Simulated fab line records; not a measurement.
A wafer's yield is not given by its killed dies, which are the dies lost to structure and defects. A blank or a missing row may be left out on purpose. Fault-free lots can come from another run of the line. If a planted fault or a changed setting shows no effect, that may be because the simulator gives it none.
The tool behind it: which one? || flow gf180mcu || 14 lots with 42 wafers sampled at 2 steps, on a route of 602 steps

WHAT THE GAUGES READ, wafer by wafer
GF_V5_THK_MEAS_03.
{"lot": "L865", "measured": "day 26 07:52", "on": "film metro-01", "V5_CVD_02_THK (nm)": "1393 1424 1422"}
{"lot": "L866", "measured": "day 26 22:34", "on": "film metro-01", "V5_CVD_02_THK (nm)": "1445 1469 1478"}
{"lot": "L868", "measured": "day 27 13:30", "on": "film metro-01", "V5_CVD_02_THK (nm)": "1430 1436 1451"}
{"lot": "L869", "measured": "day 28 03:15", "on": "film metro-04", "V5_CVD_02_THK (nm)": "1421 1431 1440"}
{"lot": "L870", "measured": "day 28 05:54", "on": "film metro-02", "V5_CVD_02_THK (nm)": "1431 1459 1430"}
{"lot": "L872", "measured": "day 28 16:34", "on": "film metro-02", "V5_CVD_02_THK (nm)": "1391 1425 1433"}
{"lot": "L874", "measured": "day 29 04:30", "on": "film metro-01", "V5_CVD_02_THK (nm)": "1462 1445 1468"}
{"lot": "L875", "measured": "day 29 16:04", "on": "film metro-04", "V5_CVD_02_THK (nm)": "1415 1426 1464"}
{"lot": "L876", "measured": "day 29 17:07", "on": "film metro-02", "V5_CVD_02_THK (nm)": "1434 1459 1453"}
{"lot": "L879", "measured": "day 30 23:23", "on": "film metro-02", "V5_CVD_02_THK (nm)": "1358 1395 1405"}
{"lot": "L881", "measured": "day 31 07:08", "on": "film metro-04", "V5_CVD_02_THK (nm)": "1444 1423 1463"}
{"lot": "L883", "measured": "day 31 19:56", "on": "film metro-04", "V5_CVD_02_THK (nm)": "1353 1385 1395"}
{"lot": "L885", "measured": "day 32 06:29", "on": "film metro-04", "V5_CVD_02_THK (nm)": "1402 1420 1464"}
{"lot": "L886", "measured": "day 32 09:44", "on": "film metro-04", "V5_CVD_02_THK (nm)": "1438 1452 1474"}

EACH LOT AND THE TOOL THAT RAN IT (in order: tool; ch and the chambers of the sampled wafers; start)
{"lot": "L865", "GF_V5_CVD_02": "pecvd-03 ch 1,2, day 26 07:45"}
{"lot": "L866", "GF_V5_CVD_02": "pecvd-01 ch 0,1,2, day 26 22:26"}
{"lot": "L868", "GF_V5_CVD_02": "pecvd-01 ch 0,1, day 27 13:23"}
{"lot": "L869", "GF_V5_CVD_02": "pecvd-03 ch 0,2, day 28 03:08"}
{"lot": "L870", "GF_V5_CVD_02": "pecvd-03 ch 0,1, day 28 05:44"}
{"lot": "L872", "GF_V5_CVD_02": "pecvd-03 ch 0,2, day 28 16:28"}
{"lot": "L874", "GF_V5_CVD_02": "pecvd-01 ch 0,2, day 29 04:23"}
{"lot": "L875", "GF_V5_CVD_02": "pecvd-03 ch 1,2, day 29 15:57"}
{"lot": "L876", "GF_V5_CVD_02": "pecvd-03 ch 0,1,2, day 29 17:01"}
{"lot": "L879", "GF_V5_CVD_02": "pecvd-01 ch 0,1,2, day 30 23:16"}
{"lot": "L881", "GF_V5_CVD_02": "pecvd-03 ch 0,1, day 31 07:02"}
{"lot": "L883", "GF_V5_CVD_02": "pecvd-01 ch 0,1,2, day 31 19:49"}
{"lot": "L885", "GF_V5_CVD_02": "pecvd-03 ch 0,1,2, day 32 06:22"}
{"lot": "L886", "GF_V5_CVD_02": "pecvd-04 ch 0,1,2, day 32 09:37"}
- GF_V5_CVD_02: deposits SiO2 from TEOS, target thk 1450 nm, time 163.28 s.

AS READ BY THE TOOLS THEMSELVES (means over the sampled wafers that have a number; for cases with no such wafer, the mark the record gives instead)
GF_V5_CVD_02.
{"lot": "L865", "tool": "pecvd-03", "heater power w (W)": 766, "rf fwd power W (W)": 597.9}
{"lot": "L866", "tool": "pecvd-01", "heater power w (W)": 536, "rf fwd power W (W)": 597.8}
{"lot": "L868", "tool": "pecvd-01", "heater power w (W)": 570, "rf fwd power W (W)": 598.5}
{"lot": "L869", "tool": "pecvd-03", "heater power w (W)": 742, "rf fwd power W (W)": 599.6}
{"lot": "L870", "tool": "pecvd-03", "heater power w (W)": 698, "rf fwd power W (W)": 596.3}
{"lot": "L872", "tool": "pecvd-03", "heater power w (W)": 776, "rf fwd power W (W)": 598.5}
{"lot": "L874", "tool": "pecvd-01", "heater power w (W)": 562, "rf fwd power W (W)": 595.8}
{"lot": "L875", "tool": "pecvd-03", "heater power w (W)": 752, "rf fwd power W (W)": 598.7}
{"lot": "L876", "tool": "pecvd-03", "heater power w (W)": 759, "rf fwd power W (W)": 595.5}
{"lot": "L879", "tool": "pecvd-01", "heater power w (W)": 649, "rf fwd power W (W)": 499.8}
{"lot": "L881", "tool": "pecvd-03", "heater power w (W)": 718, "rf fwd power W (W)": 598.3}
{"lot": "L883", "tool": "pecvd-01", "heater power w (W)": 606, "rf fwd power W (W)": 500.5}
{"lot": "L885", "tool": "pecvd-03", "heater power w (W)": 702, "rf fwd power W (W)": 598.5}
{"lot": "L886", "tool": "pecvd-04", "heater power w (W)": 572, "rf fwd power W (W)": 595.7}

THE ANSWER, worked out from the rows above alone
Rule: the usual values come from the lots themselves. The widest of any qualifying gaps counts: lots, ordered by their means at a reading, are off when they make up no more than a third of the lots, leave a main group of 4 or more, and stand apart from it by 3 or more times the standard deviation of that group's means. Not used: any main group whose means are identical at the precision the tables above print for the reading. A lot without any number at a reading at which 4 lots or more have one is off too. Where the step has rows for the other lots, those lots are counted as sound. Order of review: gauges by route order, followed by the tools' own readings, for which a lot's mean as printed above is used. At the first step where some lot is off, the reading lying furthest off is the one used; lots without a number count as furthest.
Off: L879, L883, at GF_V5_CVD_02 (rf fwd power W). Main group: mean 597.6 W, sd 1.3.
A tool fits if, at that step or a process step before it, it ran every lot that is off, and no sound lot after the first of them. One fits: GF_V5_CVD_02 on pecvd-01. A fault onset in the window from L874 (day 29 04:23, its last sound lot) to L879 (day 30 23:16, its first lot off) fits.
The tool's own readings at GF_V5_CVD_02 bear it out: on the lots that are off they differ by more than 5 times the standard deviation of the sound lots' means. rf fwd power W reads 500.1 W there against 597.6 W on the sound lots.

WHAT HAD BEEN PUT IN BY THE SIMULATOR
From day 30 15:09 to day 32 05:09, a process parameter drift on pecvd-01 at GF_V5_CVD_02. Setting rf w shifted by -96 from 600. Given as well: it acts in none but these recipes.
Shown lots that were struck: L879, L883. The rule given above showed the same thing.
